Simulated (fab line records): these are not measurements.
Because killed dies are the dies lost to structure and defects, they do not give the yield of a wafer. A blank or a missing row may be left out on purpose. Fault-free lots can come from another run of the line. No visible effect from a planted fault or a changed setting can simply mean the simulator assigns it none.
What tool caused it? || flow gf180mcu || 11 lots with 33 wafers sampled at 6 steps, on a route of 602 steps

WHAT THE GAUGES SHOWED, per wafer
GF_M3_CD_MEAS_14: the cd target is 280 nm. Usual: cd_nm 279.7 nm, standard deviation 1.3.
{"lot": "L611", "measured": "day 21 08:23", "on": "cd_sem-02", "cd_nm (nm)": "281.3 280.3 279.8", "flag": ""}
{"lot": "L612", "measured": "day 21 17:29", "on": "cd_sem-02", "cd_nm (nm)": "280.2 278.5 279.2", "flag": ""}
{"lot": "L614", "measured": "day 22 10:10", "on": "cd_sem-02", "cd_nm (nm)": "277.9 278.6 276.8", "flag": ""}
{"lot": "L615", "measured": "day 22 20:47", "on": "cd_sem-01", "cd_nm (nm)": "282.8 282.0 281.4", "flag": ""}
{"lot": "L630", "measured": "day 27 18:48", "on": "cd_sem-01", "cd_nm (nm)": "279.5 279.0 279.4", "flag": ""}
{"lot": "L632", "measured": "day 28 08:49", "on": "cd_sem-02", "cd_nm (nm)": "279.5 279.4 280.1", "flag": ""}
{"lot": "L633", "measured": "day 28 16:29", "on": "cd_sem-02", "cd_nm (nm)": "280.6 280.9 280.6", "flag": ""}
{"lot": "L634", "measured": "day 29 02:44", "on": "cd_sem-02", "cd_nm (nm)": "280.7 280.8 279.4", "flag": ""}

GF_M3_OVL_MEAS_15. Usual: M3_OVL typically reads 3 nm, with standard deviation 6.2.
{"lot": "L611", "measured": "day 21 08:28", "on": "overlay-01", "M3_OVL (nm)": "11 16 13", "flag": ""}
{"lot": "L612", "measured": "day 21 17:34", "on": "overlay-02", "M3_OVL (nm)": "3 -5 -2", "flag": ""}
{"lot": "L614", "measured": "day 22 10:16", "on": "overlay-01", "M3_OVL (nm)": "-5 -1 -2", "flag": ""}
{"lot": "L615", "measured": "day 22 20:55", "on": "overlay-02", "M3_OVL (nm)": "-4 4 -7", "flag": ""}
{"lot": "L630", "measured": "day 27 18:53", "on": "overlay-01", "M3_OVL (nm)": "3 10 -6", "flag": ""}
{"lot": "L632", "measured": "day 28 08:55", "on": "overlay-01", "M3_OVL (nm)": "1 7 6", "flag": ""}
{"lot": "L633", "measured": "day 28 16:36", "on": "overlay-02", "M3_OVL (nm)": "0 7 12", "flag": ""}
{"lot": "L634", "measured": "day 29 02:49", "on": "overlay-01", "M3_OVL (nm)": "13 1 3", "flag": ""}

TOOL THAT RAN EACH LOT (tool first, then ch and the chambers of the sampled wafers, then the start)
{"lot": "L611", "GF_V2_ETCH_16": "rie_diel-02 ch 0,1, day 20 06:17", "GF_V2_ETCH_17": "rie_diel-02 ch 0,1, day 20 06:27 or earlier", "GF_V2_STRIP_18": "plasma_asher-03 ch 0,1, day 20 06:27", "GF_V2_CMP_26": "cmp-01 ch 0,2, day 20 07:26"}
{"lot": "L612", "GF_V2_ETCH_16": "rie_diel-03 ch 0,2, day 20 15:53", "GF_V2_ETCH_17": "rie_diel-03 ch 0,2, day 20 16:03 or earlier", "GF_V2_STRIP_18": "plasma_asher-03 ch 0,1, day 20 16:03", "GF_V2_CMP_26": "cmp-02 ch 0,1,2, day 20 17:00"}
{"lot": "L614", "GF_V2_ETCH_16": "rie_diel-03 ch 1,3, day 21 09:33", "GF_V2_ETCH_17": "rie_diel-03 ch 1,3, day 21 09:41 or earlier", "GF_V2_STRIP_18": "plasma_asher-02 ch 0,1, day 21 09:41", "GF_V2_CMP_26": "cmp-01 ch 2,3, day 21 10:36"}
{"lot": "L615", "GF_V2_ETCH_16": "rie_diel-03 ch 0,1, day 21 20:04", "GF_V2_ETCH_17": "rie_diel-03 ch 0,1, day 21 20:12 or earlier", "GF_V2_STRIP_18": "plasma_asher-03 ch 0,1, day 21 20:12", "GF_V2_CMP_26": "cmp-01 ch 0,1,3, day 21 21:32"}
{"lot": "L622", "GF_V2_ETCH_16": "rie_diel-03 ch 0,3, day 24 04:20", "GF_V2_ETCH_17": "rie_diel-03 ch 0,3, day 24 04:28 or earlier", "GF_V2_STRIP_18": "plasma_asher-02 ch 0,1, day 24 04:28", "GF_V2_CMP_26": "cmp-01 ch 0,1,3, day 24 07:34"}
{"lot": "L623", "GF_V2_ETCH_16": "rie_diel-01 ch 0,2,3, day 24 14:15", "GF_V2_ETCH_17": "rie_diel-01 ch 0,2,3, day 24 14:22 or earlier", "GF_V2_STRIP_18": "plasma_asher-01 ch 0,1, day 24 14:22", "GF_V2_CMP_26": "cmp-02 ch 0,1, day 24 15:25"}
{"lot": "L624", "GF_V2_ETCH_16": "rie_diel-03 ch 2,3, day 24 19:07", "GF_V2_ETCH_17": "rie_diel-03 ch 2,3, day 24 19:17 or earlier", "GF_V2_STRIP_18": "plasma_asher-01 ch 0,1, day 24 19:17", "GF_V2_CMP_26": "cmp-02 ch 2,3, day 24 20:15"}
{"lot": "L630", "GF_V2_ETCH_16": "rie_diel-01 ch 2,3, day 26 21:38", "GF_V2_ETCH_17": "rie_diel-01 ch 2,3, day 26 21:48 or earlier", "GF_V2_STRIP_18": "plasma_asher-02 ch 0,1, day 26 21:48", "GF_V2_CMP_26": "cmp-02 ch 0,1, day 26 22:50"}
{"lot": "L632", "GF_V2_ETCH_16": "rie_diel-02 ch 1,2,3, day 27 11:22", "GF_V2_ETCH_17": "rie_diel-02 ch 1,2,3, day 27 11:32 or earlier", "GF_V2_STRIP_18": "plasma_asher-01 ch 0,1, day 27 11:32", "GF_V2_CMP_26": "cmp-01 ch 0,2,3, day 27 12:35"}
{"lot": "L633", "GF_V2_ETCH_16": "rie_diel-01 ch 1,2,3, day 27 19:35", "GF_V2_ETCH_17": "rie_diel-01 ch 1,2,3, day 27 19:43 or earlier", "GF_V2_STRIP_18": "plasma_asher-03 ch 0,1, day 27 19:43", "GF_V2_CMP_26": "cmp-01 ch 0,1,3, day 27 20:50"}
{"lot": "L634", "GF_V2_ETCH_16": "rie_diel-03 ch 0,3, day 28 05:43", "GF_V2_ETCH_17": "rie_diel-03 ch 0,3, day 28 05:53 or earlier", "GF_V2_STRIP_18": "plasma_asher-02 ch 0,1, day 28 05:53", "GF_V2_CMP_26": "cmp-01 ch 1,2,3, day 28 06:47"}
- GF_V2_ETCH_16: etches BARC in N2/H2.
- GF_V2_ETCH_17: etches SiO2 in C4F8/O2/Ar, stops on TiN, target depth 630 nm.
- GF_V2_STRIP_18: strips in O2/N2.
- GF_V2_CMP_26: polishes, stops on SiO2, t overpolish 15 s, target thk 0 nm.

WHAT THE TOOLS THEMSELVES READ (means of the sampled wafers that have a number; where no wafer has one, the mark that the record gives instead)
GF_V2_ETCH_16. Usual: bias_w 100.0 W, standard deviation 0.3; chamber_pressure_mTorr 29.997 mTorr, standard deviation 0.026; drypump_motor_current_A 5.9 A, standard deviation 0.46; oes_product_au 0.853 a.u., standard deviation 0.0048; throttle_valve_pct 13.224 %, standard deviation 0.0083.
{"lot": "L611", "tool": "rie_diel-02", "bias_w (W)": 100.2, "chamber_pressure_mTorr (mTorr)": 29.995, "drypump_motor_current_A (A)": 6.2, "oes_product_au (a.u.)": 0.856, "throttle_valve_pct (%)": 13.223, "flag": ""}
{"lot": "L612", "tool": "rie_diel-03", "bias_w (W)": 99.9, "chamber_pressure_mTorr (mTorr)": 29.990, "drypump_motor_current_A (A)": 5.6, "oes_product_au (a.u.)": 0.856, "throttle_valve_pct (%)": 13.227, "flag": ""}
{"lot": "L614", "tool": "rie_diel-03", "bias_w (W)": 100.5, "chamber_pressure_mTorr (mTorr)": 30.016, "drypump_motor_current_A (A)": 6.3, "oes_product_au (a.u.)": 0.852, "throttle_valve_pct (%)": 13.221, "flag": ""}
{"lot": "L615", "tool": "rie_diel-03", "bias_w (W)": 100.0, "chamber_pressure_mTorr (mTorr)": 29.998, "drypump_motor_current_A (A)": 5.7, "oes_product_au (a.u.)": 0.858, "throttle_valve_pct (%)": 13.219, "flag": ""}
{"lot": "L622", "tool": "rie_diel-03", "bias_w (W)": "-", "chamber_pressure_mTorr (mTorr)": "-", "drypump_motor_current_A (A)": "-", "oes_product_au (a.u.)": "-", "throttle_valve_pct (%)": "-", "flag": "OFF"}
{"lot": "L623", "tool": "rie_diel-01", "bias_w (W)": "-", "chamber_pressure_mTorr (mTorr)": "-", "drypump_motor_current_A (A)": "-", "oes_product_au (a.u.)": "-", "throttle_valve_pct (%)": "-", "flag": "OFF"}
{"lot": "L624", "tool": "rie_diel-03", "bias_w (W)": "-", "chamber_pressure_mTorr (mTorr)": "-", "drypump_motor_current_A (A)": "-", "oes_product_au (a.u.)": "-", "throttle_valve_pct (%)": "-", "flag": "OFF"}
{"lot": "L630", "tool": "rie_diel-01", "bias_w (W)": 100.1, "chamber_pressure_mTorr (mTorr)": 30.018, "drypump_motor_current_A (A)": 5.2, "oes_product_au (a.u.)": 0.852, "throttle_valve_pct (%)": 13.234, "flag": ""}
{"lot": "L632", "tool": "rie_diel-02", "bias_w (W)": 100.1, "chamber_pressure_mTorr (mTorr)": 29.991, "drypump_motor_current_A (A)": 6.2, "oes_product_au (a.u.)": 0.856, "throttle_valve_pct (%)": 13.222, "flag": ""}
{"lot": "L633", "tool": "rie_diel-01", "bias_w (W)": 100.0, "chamber_pressure_mTorr (mTorr)": 29.980, "drypump_motor_current_A (A)": 5.4, "oes_product_au (a.u.)": 0.856, "throttle_valve_pct (%)": 13.223, "flag": ""}
{"lot": "L634", "tool": "rie_diel-03", "bias_w (W)": 99.8, "chamber_pressure_mTorr (mTorr)": 29.991, "drypump_motor_current_A (A)": 5.8, "oes_product_au (a.u.)": 0.853, "throttle_valve_pct (%)": 13.215, "flag": ""}

GF_V2_ETCH_17. Usual: bias_w 1200 W, standard deviation 3.3; chamber_pressure_mTorr 40.00 mTorr, standard deviation 0.034; oes_product_au 0.855 a.u., standard deviation 0.0046.
{"lot": "L611", "tool": "rie_diel-02", "bias_w (W)": 1201, "chamber_pressure_mTorr (mTorr)": 39.97, "oes_product_au (a.u.)": 0.854, "flag": ""}
{"lot": "L612", "tool": "rie_diel-03", "bias_w (W)": 1202, "chamber_pressure_mTorr (mTorr)": 40.00, "oes_product_au (a.u.)": 0.855, "flag": ""}
{"lot": "L614", "tool": "rie_diel-03", "bias_w (W)": 1205, "chamber_pressure_mTorr (mTorr)": 40.02, "oes_product_au (a.u.)": 0.853, "flag": ""}
{"lot": "L615", "tool": "rie_diel-03", "bias_w (W)": 1200, "chamber_pressure_mTorr (mTorr)": 39.99, "oes_product_au (a.u.)": 0.854, "flag": ""}
{"lot": "L622", "tool": "rie_diel-03", "bias_w (W)": 1203, "chamber_pressure_mTorr (mTorr)": 40.00, "oes_product_au (a.u.)": 0.372, "flag": "OFF"}
{"lot": "L623", "tool": "rie_diel-01", "bias_w (W)": 1203, "chamber_pressure_mTorr (mTorr)": 39.97, "oes_product_au (a.u.)": 0.376, "flag": "OFF"}
{"lot": "L624", "tool": "rie_diel-03", "bias_w (W)": 1196, "chamber_pressure_mTorr (mTorr)": 39.97, "oes_product_au (a.u.)": 0.373, "flag": "OFF"}
{"lot": "L630", "tool": "rie_diel-01", "bias_w (W)": 1198, "chamber_pressure_mTorr (mTorr)": 40.02, "oes_product_au (a.u.)": 0.852, "flag": ""}
{"lot": "L632", "tool": "rie_diel-02", "bias_w (W)": 1199, "chamber_pressure_mTorr (mTorr)": 40.04, "oes_product_au (a.u.)": 0.851, "flag": ""}
{"lot": "L633", "tool": "rie_diel-01", "bias_w (W)": 1201, "chamber_pressure_mTorr (mTorr)": 40.02, "oes_product_au (a.u.)": 0.856, "flag": ""}
{"lot": "L634", "tool": "rie_diel-03", "bias_w (W)": 1202, "chamber_pressure_mTorr (mTorr)": 39.98, "oes_product_au (a.u.)": 0.854, "flag": ""}

GF_V2_STRIP_18. Usual: drypump_motor_current_A 6.1 A, standard deviation 0.52; heater_power_w 329 W, standard deviation 16; oes_product_au 0.592 a.u., standard deviation 0.0049.
{"lot": "L611", "tool": "plasma_asher-03", "drypump_motor_current_A (A)": 5.7, "heater_power_w (W)": 325, "oes_product_au (a.u.)": 0.588, "flag": ""}
{"lot": "L612", "tool": "plasma_asher-03", "drypump_motor_current_A (A)": 6.0, "heater_power_w (W)": 332, "oes_product_au (a.u.)": 0.591, "flag": ""}
{"lot": "L614", "tool": "plasma_asher-02", "drypump_motor_current_A (A)": 6.4, "heater_power_w (W)": 342, "oes_product_au (a.u.)": 0.597, "flag": ""}
{"lot": "L615", "tool": "plasma_asher-03", "drypump_motor_current_A (A)": 5.7, "heater_power_w (W)": 323, "oes_product_au (a.u.)": 0.591, "flag": ""}
{"lot": "L622", "tool": "plasma_asher-02", "drypump_motor_current_A (A)": 6.4, "heater_power_w (W)": 343, "oes_product_au (a.u.)": 0.610, "flag": "OFF"}
{"lot": "L623", "tool": "plasma_asher-01", "drypump_motor_current_A (A)": 6.1, "heater_power_w (W)": 325, "oes_product_au (a.u.)": 0.617, "flag": "OFF"}
{"lot": "L624", "tool": "plasma_asher-01", "drypump_motor_current_A (A)": 6.1, "heater_power_w (W)": 321, "oes_product_au (a.u.)": 0.609, "flag": "OFF"}
{"lot": "L630", "tool": "plasma_asher-02", "drypump_motor_current_A (A)": 6.4, "heater_power_w (W)": 344, "oes_product_au (a.u.)": 0.590, "flag": ""}
{"lot": "L632", "tool": "plasma_asher-01", "drypump_motor_current_A (A)": 6.1, "heater_power_w (W)": 322, "oes_product_au (a.u.)": 0.590, "flag": ""}
{"lot": "L633", "tool": "plasma_asher-03", "drypump_motor_current_A (A)": 6.1, "heater_power_w (W)": 334, "oes_product_au (a.u.)": 0.594, "flag": ""}
{"lot": "L634", "tool": "plasma_asher-02", "drypump_motor_current_A (A)": 6.5, "heater_power_w (W)": 327, "oes_product_au (a.u.)": 0.590, "flag": ""}

GF_V2_CMP_26. Usual: edge_zone_pressure_frac 0.999, standard deviation 0.0049; head_pressure_psi 3.500 psi, standard deviation 0.0075; motor_current_A 11.5 A, standard deviation 1.7; overpolish_run_s 14.999 s, standard deviation 0.0092; time_to_endpoint_s 84 s, standard deviation 4.6.
{"lot": "L611", "tool": "cmp-01", "edge_zone_pressure_frac": 0.996, "head_pressure_psi (psi)": 3.498, "motor_current_A (A)": 10.7, "overpolish_run_s (s)": 14.998, "time_to_endpoint_s (s)": 80, "flag": ""}
{"lot": "L612", "tool": "cmp-02", "edge_zone_pressure_frac": 1.000, "head_pressure_psi (psi)": 3.493, "motor_current_A (A)": 10.7, "overpolish_run_s (s)": 14.999, "time_to_endpoint_s (s)": 85, "flag": ""}
{"lot": "L614", "tool": "cmp-01", "edge_zone_pressure_frac": 0.998, "head_pressure_psi (psi)": 3.501, "motor_current_A (A)": 10.8, "overpolish_run_s (s)": 15.008, "time_to_endpoint_s (s)": 85, "flag": ""}
{"lot": "L615", "tool": "cmp-01", "edge_zone_pressure_frac": 0.998, "head_pressure_psi (psi)": 3.509, "motor_current_A (A)": 13.0, "overpolish_run_s (s)": 15.003, "time_to_endpoint_s (s)": 87, "flag": ""}
{"lot": "L622", "tool": "cmp-01", "edge_zone_pressure_frac": 0.997, "head_pressure_psi (psi)": 3.504, "motor_current_A (A)": 12.7, "overpolish_run_s (s)": 15.003, "time_to_endpoint_s (s)": 88, "flag": ""}
{"lot": "L623", "tool": "cmp-02", "edge_zone_pressure_frac": 0.993, "head_pressure_psi (psi)": 3.493, "motor_current_A (A)": 9.7, "overpolish_run_s (s)": 15.003, "time_to_endpoint_s (s)": 82, "flag": ""}
{"lot": "L624", "tool": "cmp-02", "edge_zone_pressure_frac": 0.997, "head_pressure_psi (psi)": 3.501, "motor_current_A (A)": 11.6, "overpolish_run_s (s)": 14.999, "time_to_endpoint_s (s)": 83, "flag": ""}
{"lot": "L630", "tool": "cmp-02", "edge_zone_pressure_frac": 1.000, "head_pressure_psi (psi)": 3.506, "motor_current_A (A)": 9.4, "overpolish_run_s (s)": 15.000, "time_to_endpoint_s (s)": 80, "flag": ""}
{"lot": "L632", "tool": "cmp-01", "edge_zone_pressure_frac": 0.998, "head_pressure_psi (psi)": 3.500, "motor_current_A (A)": 11.3, "overpolish_run_s (s)": 15.003, "time_to_endpoint_s (s)": 84, "flag": ""}
{"lot": "L633", "tool": "cmp-01", "edge_zone_pressure_frac": 0.999, "head_pressure_psi (psi)": 3.505, "motor_current_A (A)": 12.6, "overpolish_run_s (s)": 14.998, "time_to_endpoint_s (s)": 85, "flag": ""}
{"lot": "L634", "tool": "cmp-01", "edge_zone_pressure_frac": 1.004, "head_pressure_psi (psi)": 3.501, "motor_current_A (A)": 11.9, "overpolish_run_s (s)": 15.003, "time_to_endpoint_s (s)": 88, "flag": ""}

THE ANSWER, worked out from the rows above alone
Rule: a lot is off if the mean of its wafers that have a number lies more than 3 standard deviations from the usual mean. A lot without any number at a reading at which 4 lots or more have one is off too. The other lots that the step has rows for count as sound. The gauges are gone through in route order, then the tools' own readings, and for those a lot's mean is taken as printed above. At the first step where some lot is off, the reading lying furthest off is the one used; lots without a number count as furthest.
Off: L622, L623, L624, at GF_V2_ETCH_16 (bias_w). Without a number there: L622, L623, L624.
If a tool, at that step or one of the process steps before it, ran each lot that is off and ran no sound lot following the first of them, it fits. None of those tried fits.

WHAT WAS PUT IN BY THE SIMULATOR
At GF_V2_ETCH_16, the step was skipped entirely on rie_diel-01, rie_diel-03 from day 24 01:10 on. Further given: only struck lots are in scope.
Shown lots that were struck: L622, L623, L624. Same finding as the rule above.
